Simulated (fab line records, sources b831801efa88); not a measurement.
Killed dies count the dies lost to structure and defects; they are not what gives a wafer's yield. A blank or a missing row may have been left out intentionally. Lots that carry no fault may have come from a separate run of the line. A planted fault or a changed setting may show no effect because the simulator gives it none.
The tool behind it: which one?	flow gf180mcu	42 wafers from 14 lots sampled at 3 of the route's 602 steps

## WHAT THE GAUGES SHOWED, per wafer
GF_CONTACT_CD_MEAS_14 targets a cd of 220 nm.
lot	measured	on	cdNm (nm)
L973	day 15 18:34	cdSem-02	220.2 219.3 219.7
L974	day 16 00:22	cdSem-01	220.8 221.3 219.9
L979	day 18 04:17	cdSem-02	219.5 217.6 219.1
L980	day 18 22:06	cdSem-01	222.2 220.7 220.8
L981	day 19 04:55	cdSem-02	220.4 218.8 218.6
L982	day 20 04:16	cdSem-02	221.1 220.5 219.8
L984	day 20 05:20	cdSem-01	219.9 219.1 218.7
L983	day 20 11:25	cdSem-02	221.6 220.9 221.2
L986	day 21 02:43	cdSem-02	223.7 222.2 223.8
L990	day 22 13:12	cdSem-02	220.5 220.8 221.3
L993	day 23 09:19	cdSem-02	219.0 222.2 220.1
L994	day 23 23:34	cdSem-02	220.0 219.8 221.6
L995	day 24 01:02	cdSem-01	217.8 218.4 218.5
L996	day 24 11:26	cdSem-02	220.1 219.9 220.2

GF_CONTACT_RS_MEAS_25: uses a four-point probe to measure.
lot	measured	on	CONTACT_W_RS (ohm/sq)
L973	day 15 19:23	filmMetro-01	0.378 0.387 0.381
L974	day 16 01:13	filmMetro-02	0.383 0.384 0.382
L979	day 18 05:06	filmMetro-03	0.379 0.380 0.387
L980	day 18 22:55	filmMetro-03	0.379 0.381 0.383
L981	day 19 05:44	filmMetro-03	0.381 0.388 0.382
L982	day 20 05:05	filmMetro-03	0.392 0.387 0.387
L984	day 20 06:09	filmMetro-01	0.384 0.383 0.386
L983	day 20 12:15	filmMetro-03	0.390 0.388 0.388
L986	day 21 03:33	filmMetro-03	0.391 0.384 0.387
L990	day 22 14:08	filmMetro-01	0.376 0.382 0.377
L993	day 23 10:08	filmMetro-02	0.383 0.385 0.381
L994	day 24 00:23	filmMetro-03	0.383 0.387 0.379
L995	day 24 01:54	filmMetro-02	0.376 0.374 0.385
L996	day 24 12:16	filmMetro-03	0.385 0.382 0.379

## EACH LOT AND THE TOOL THAT RAN IT (in order: tool; ch and the chambers of the sampled wafers; start)
lot	GF_CONTACT_SPUTTER_23
L973	pvdSputter-02, day 15 19:14
L974	pvdSputter-02, day 16 01:02
L979	pvdSputter-03, day 18 04:55
L980	pvdSputter-02, day 18 22:47
L981	pvdSputter-02, day 19 05:34
L982	pvdSputter-02, day 20 04:55
L984	pvdSputter-02, day 20 05:57
L983	pvdSputter-02, day 20 12:05
L986	pvdSputter-02, day 21 03:23
L990	pvdSputter-03, day 22 13:53
L993	pvdSputter-01, day 23 09:58
L994	pvdSputter-01, day 24 00:14
L995	pvdSputter-01, day 24 01:44
L996	pvdSputter-02, day 24 12:05
- GF_CONTACT_SPUTTER_23: material TiN, target thk 10 nm, time 40 s.

## WHAT THE TOOLS THEMSELVES READ (means of the sampled wafers that have a number; where no wafer has one, the mark that the record gives instead)
GF_CONTACT_SPUTTER_23.
lot	tool	cathodeDcPowerW (W)	throttleValvePct (%)
L973	pvdSputter-02	4000.4	28.6
L974	pvdSputter-02	3999.7	29.6
L979	pvdSputter-03	4000.2	30.8
L980	pvdSputter-02	4000.7	29.6
L981	pvdSputter-02	4000.0	30.3
L982	pvdSputter-02	3999.5	28.7
L984	pvdSputter-02	4000.4	30.9
L983	pvdSputter-02	3855.0	30.2
L986	pvdSputter-02	3855.1	29.1
L990	pvdSputter-03	3999.6	30.2
L993	pvdSputter-01	4000.1	31.3
L994	pvdSputter-01	4000.6	31.4
L995	pvdSputter-01	3999.3	31.4
L996	pvdSputter-02	4000.4	28.9

## THE ANSWER, worked out from the rows above alone
Rule: what is usual is taken from the lots themselves. Put in order of their means at a reading, lots are off if they are a third of the lots or fewer, leave a main group of 4 or more, and stand apart from it by a gap of 3 or more times the standard deviation of the main group's means; of several such gaps the widest counts. A main group is skipped when, at the precision printed for the reading in the tables above, its means are all equal. Also off: a lot with no number at a reading for which 4 or more lots have one. The other lots that the step has rows for count as sound. Order of review: gauges by route order, followed by the tools' own readings, for which a lot's mean as printed above is used. The first step at which some lot is off is used, and at that step the reading that is off furthest; a lot without a number counts as furthest.
Off at GF_CONTACT_SPUTTER_23 (cathodeDcPowerW): L983, L986. Mean 4000.1 W and standard deviation 0.44 in the main group.
A tool fits if, at that step or a process step before it, it ran every lot that is off, and no sound lot after the first of them. None of those tried fits.

## WHAT THE SIMULATOR HAD INSERTED
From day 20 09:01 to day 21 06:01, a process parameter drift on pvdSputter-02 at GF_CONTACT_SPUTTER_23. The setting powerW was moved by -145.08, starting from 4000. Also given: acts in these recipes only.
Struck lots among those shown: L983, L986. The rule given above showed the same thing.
